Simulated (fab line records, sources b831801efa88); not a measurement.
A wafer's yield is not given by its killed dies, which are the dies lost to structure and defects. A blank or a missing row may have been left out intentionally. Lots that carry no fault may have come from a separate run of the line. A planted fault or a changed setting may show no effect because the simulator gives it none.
Which tool was responsible? | flow gf180mcu | 14 lots, 42 wafers sampled, at 3 steps of a route of 602

WHAT THE GAUGES READ, wafer by wafer
GF_M5_OVL_MEAS_08.
lot  | measured     | on         | M5_OVL (nm)
L345 | day 28 11:56 | overlay-02 | -14 -13 -15
L346 | day 28 23:58 | overlay-02 | -10 -5 0
L347 | day 29 01:38 | overlay-02 | -20 -13 -12
L348 | day 29 14:08 | overlay-01 | 1 -4 0
L349 | day 29 23:53 | overlay-02 | -2 -4 -8
L350 | day 30 09:16 | overlay-01 | 6 -1 4
L354 | day 31 01:50 | overlay-02 | 0 -5 -3
L355 | day 31 09:35 | overlay-01 | 0 4 -4
L357 | day 31 23:31 | overlay-02 | -3 -8 -2
L358 | day 32 04:52 | overlay-02 | -2 -9 -1
L365 | day 33 18:10 | overlay-01 | -5 -7 -11
L368 | day 34 06:38 | overlay-02 | -9 0 -5
L367 | day 34 09:41 | overlay-01 | 4 1 -5
L362 | day 34 10:58 | overlay-01 | -15 -7 -7

GF_V5_THK_MEAS_01.
lot  | measured     | on            | V5_CVD_00_THK (nm)
L345 | day 28 12:41 | film metro-03 | 300 297 296
L346 | day 29 00:43 | film metro-02 | 306 300 300
L347 | day 29 02:23 | film metro-02 | 294 301 299
L348 | day 29 14:54 | film metro-03 | 298 296 294
L349 | day 30 00:38 | film metro-02 | 291 301 297
L350 | day 30 10:02 | film metro-02 | 296 298 297
L354 | day 31 02:35 | film metro-02 | 297 294 297
L355 | day 31 10:20 | film metro-01 | 296 299 300
L357 | day 32 00:17 | film metro-03 | 297 300 297
L358 | day 32 05:38 | film metro-01 | 292 297 296
L365 | day 33 19:03 | film metro-03 | 294 297 306
L368 | day 34 07:26 | film metro-01 | 295 305 298
L367 | day 34 10:29 | film metro-01 | 303 306 296
L362 | day 34 12:14 | film metro-01 | 301 297 300

GF_V5_BOW_MEAS_05.
lot  | measured     | on            | V5_BOW (um)
L345 | day 28 13:12 | film metro-01 | 149 136 118
L346 | day 29 01:15 | film metro-01 | 140 150 141
L347 | day 29 02:54 | film metro-01 | 133 125 136
L348 | day 29 15:26 | film metro-02 | 136 137 127
L349 | day 30 01:10 | film metro-03 | 141 144 132
L350 | day 30 10:47 | film metro-03 | 139 135 132
L354 | day 31 03:08 | film metro-01 | 128 124 121
L355 | day 31 10:55 | film metro-03 | 145 130 141
L357 | day 32 01:00 | film metro-02 | 127 130 118
L358 | day 32 06:14 | film metro-01 | 140 142 143
L365 | day 33 19:52 | film metro-02 | 133 147 131
L368 | day 34 08:37 | film metro-02 | 138 136 146
L367 | day 34 11:02 | film metro-02 | 121 132 136
L362 | day 34 12:46 | film metro-03 | 156 142 151

WHAT TOOL EACH LOT RAN ON (gives the tool, then ch and the chambers of the sampled wafers, and finally the start)
Before these readings, the record contains no process step.

AS READ BY THE TOOLS THEMSELVES (means over the sampled wafers that have a number; for cases with no such wafer, the mark the record gives instead)
The record holds no such reading with a usual standard deviation.

THE ANSWER, worked out from the rows above alone
Rule: the usual values come from the lots themselves. The widest of any qualifying gaps counts: lots, ordered by their means at a reading, are off when they make up no more than a third of the lots, leave a main group of 4 or more, and stand apart from it by 3 or more times the standard deviation of that group's means. The tables above print the reading to a certain number of digits; a main group whose means all agree to those digits is not used. A lot without any number at a reading at which 4 lots or more have one is off too. The other lots that the step has rows for count as sound. First the gauges in route order, then the tools' own readings, where a lot's mean is used as printed above. The first step at which some lot is off is used, and at that step the reading that is off furthest; a lot without a number counts as furthest.
No lot is off on any of the readings shown, so nothing can be concluded from this.

WHAT THE SIMULATOR HAD PUT IN
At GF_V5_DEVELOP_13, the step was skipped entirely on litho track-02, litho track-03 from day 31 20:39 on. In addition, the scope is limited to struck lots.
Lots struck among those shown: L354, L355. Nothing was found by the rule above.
